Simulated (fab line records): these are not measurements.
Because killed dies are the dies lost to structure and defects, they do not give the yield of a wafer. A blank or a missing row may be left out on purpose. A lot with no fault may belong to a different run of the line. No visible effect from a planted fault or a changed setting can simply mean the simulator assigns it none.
Chamber matching || flow sky130 || 4 sister chambers for SKY_VIA3_CMP_02 on cmp-02
The step polishes SiO2. 14 wafers are shown with their chamber, then 7 later ones without.

EACH WAFER AND ITS CHAMBER
{"wafer": "L228.1", "chamber": 3, "motorCurrentA (A)": 11.7}
{"wafer": "L228.4", "chamber": 2, "motorCurrentA (A)": 10.7}
{"wafer": "L228.5", "chamber": 2, "motorCurrentA (A)": 11.6}
{"wafer": "L227.3", "chamber": 2, "motorCurrentA (A)": 11.4}
{"wafer": "L227.4", "chamber": 3, "motorCurrentA (A)": 11.2}
{"wafer": "L227.6", "chamber": 3, "motorCurrentA (A)": 10.8}
{"wafer": "L236.1", "chamber": 0, "motorCurrentA (A)": 11.9}
{"wafer": "L236.3", "chamber": 1, "motorCurrentA (A)": 15.4}
{"wafer": "L236.5", "chamber": 0, "motorCurrentA (A)": 11.7}
{"wafer": "L240.3", "chamber": 2, "motorCurrentA (A)": 11.7}
{"wafer": "L240.5", "chamber": 3, "motorCurrentA (A)": 10.8}
{"wafer": "L240.6", "chamber": 2, "motorCurrentA (A)": 11.1}
{"wafer": "L243.1", "chamber": 2, "motorCurrentA (A)": 11.6}
{"wafer": "L243.2", "chamber": 3, "motorCurrentA (A)": 10.9}

SIGNATURES (averages over the wafers above)
{"reading": "motorCurrentA", "chamber 0": 11.800, "chamber 1": 15.400, "chamber 2": 11.350, "chamber 3": 11.080, "scatter within a chamber": 0.366}
Rule: for each reading, subtract the chamber's mean from the wafer's reading, divide by that reading's scatter and square the result; add these up over the readings and take the root, which gives the wafer's distance from the chamber. The wafer belongs to the nearest chamber; if the next one is less than 2 further off, it can't be placed. How the scatter is found: for the shown wafers, subtract from each reading the mean of its chamber, square and add these, divide the total by (wafers less chambers), then take the root.

WAFERS MISSING THEIR CHAMBER
{"wafer": "L243.6", "motorCurrentA (A)": 15.1}
{"wafer": "L248.2", "motorCurrentA (A)": 11.7}
{"wafer": "L248.3", "motorCurrentA (A)": 11.2}
{"wafer": "L248.5", "motorCurrentA (A)": 12.1}
{"wafer": "L250.1", "motorCurrentA (A)": 11.4}
{"wafer": "L250.2", "motorCurrentA (A)": 12.2}
{"wafer": "L250.4", "motorCurrentA (A)": 11.2}

EACH ONE'S CHAMBER
{"wafer": "L243.6", "from the rows above": 1, "in truth": 1}
{"wafer": "L248.2", "from the rows above": "can't be placed: 0 or 2 or 3", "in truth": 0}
{"wafer": "L248.3", "from the rows above": "can't be placed: 3 or 2 or 0", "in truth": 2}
{"wafer": "L248.5", "from the rows above": "can't be placed: 0 or 2 or 3", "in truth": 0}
{"wafer": "L250.1", "from the rows above": "can't be placed: 2 or 3 or 0", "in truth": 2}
{"wafer": "L250.2", "from the rows above": "can't be placed: 0 or 2 or 3", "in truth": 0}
{"wafer": "L250.4", "from the rows above": "can't be placed: 3 or 2 or 0", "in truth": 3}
Correctly placed: 1 of 7. Can't be placed from these rows: 6 (the true chamber is among the candidates in 6). 0 placed wrongly.
